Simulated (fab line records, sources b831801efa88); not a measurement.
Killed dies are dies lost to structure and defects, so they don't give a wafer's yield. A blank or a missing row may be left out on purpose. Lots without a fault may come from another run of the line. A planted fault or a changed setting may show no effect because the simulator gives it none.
A struck lot beside a sound one | flow sky130 | 15 steps out of a route of 708
Sound: wafers L825.1, L825.3, L825.4. Struck: wafers L837.1, L837.3, L837.6. The cause comes at the end.
At each step with rows: each side's tool, then ch and its chambers, then its first start. Under that, the readings that differ: sound wafers | struck wafers | difference of the means | sigmas: that difference in standard deviations of wafers without a fault.
alike: readings whose means differ by less than 2 such deviations, and words and numbers that are the same on both sides. not compared: withheld readings, readings that some wafer has no value for, bounds like >300 that may hide the same value, and numbers for which the record gives no deviation and whose values overlap.
The two part at a step that has a row with sigmas, a row that says differs or no value, or rows on one side only. Numbers that don't overlap but have no deviation are shown without sigmas and don't part them. A reading that every wafer of one side lacks parts them only if that side has two wafers or more.

SKY_VIA4_THK_MEAS_20: measures by xrf.
  sound on film_metro-01, day 43 07:56; struck on film_metro-03, day 46 21:43
  alike: VIA4_W_THK
SKY_VIA4_CMP_21: polishes, stops on SiO2, t overpolish 25 s, target thk 0 nm.
  sound on cmp-02 ch 0,2,3, day 43 08:00; struck on cmp-01 ch 0,3, day 46 21:50
  alike: head_pressure_psi, motor_current_A, overpolish_run_s, time_to_endpoint_s
SKY_METAL5_SPUTTER_00: material Ti, target thk 15 nm, time 10 s.
  sound on pvd_sputter-03, day 43 08:18; struck on pvd_sputter-01, day 46 22:05
  alike: chamber_pressure_pa, throttle_valve_pct
then, 1 step without rows for these wafers: SKY_METAL5_SPUTTER_01 (material TiN, target thk 20 nm, time 16.7 s).
SKY_METAL5_SPUTTER_02: material AlCu, target thk 1150 nm, time 61.2 s.
  sound on pvd_sputter-03, day 43 08:21; struck on pvd_sputter-01, day 46 22:08
  alike: chamber_pressure_pa, throttle_valve_pct
SKY_METAL5_SPUTTER_03: material Ti, target thk 5 nm, time 3.3 s.
  sound on pvd_sputter-03, day 43 08:24; struck on pvd_sputter-01, day 46 22:11
  alike: chamber_pressure_pa, throttle_valve_pct
SKY_METAL5_SPUTTER_04: material TiN, target thk 70 nm, time 58.3 s.
  sound on pvd_sputter-03, day 43 08:25; struck on pvd_sputter-01, day 46 22:12
  alike: chamber_pressure_pa, throttle_valve_pct
SKY_METAL5_RS_MEAS_05: measures by four-point-probe.
  sound on film_metro-03, day 43 08:28; struck on film_metro-04, day 46 22:15
  alike: METAL5_ALCU_RS
SKY_METAL5_THK_MEAS_06: measures by xrf.
  sound on film_metro-03, day 43 08:35; struck on film_metro-04, day 46 22:22
  alike: METAL5_ALCU_THK
then, 3 steps without rows for these wafers: SKY_METAL5_DEHYDRATE_07 (time 60 s); SKY_METAL5_HMDS_08 (prime time 60 s); SKY_METAL5_COAT_09 (resist thk 1800 nm).
SKY_METAL5_SOFTBAKE_10: time 60 s.
  sound on litho_track-01 ch 0, day 43 19:10; struck on litho_track-01 ch 0, day 47 07:58
  reading                  | sound             | struck            | difference | sigmas
  heater_power_total_W (W) | 56.63 56.64 56.55 | 57.24 57.27 57.25 | +0.65      | +14
  plate_temp_C (C)         | 89.92 89.90 89.91 | 90.64 90.54 90.57 | +0.67      | +6
  alike: chill_plate_temp_C
then, 2 steps without rows for these wafers: SKY_METAL5_EXPOSE_11 (exposes mask MM5, target cd 1600 nm); SKY_PAD_OPEN_PROBE_99.

WHERE THEY PART
Only at SKY_METAL5_SOFTBAKE_10, within this record.

WHY: what the simulator had put in
Process parameter drift: litho_track-01, from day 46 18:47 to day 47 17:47, at SKY_METAL5_SOFTBAKE_10. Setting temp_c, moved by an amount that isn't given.
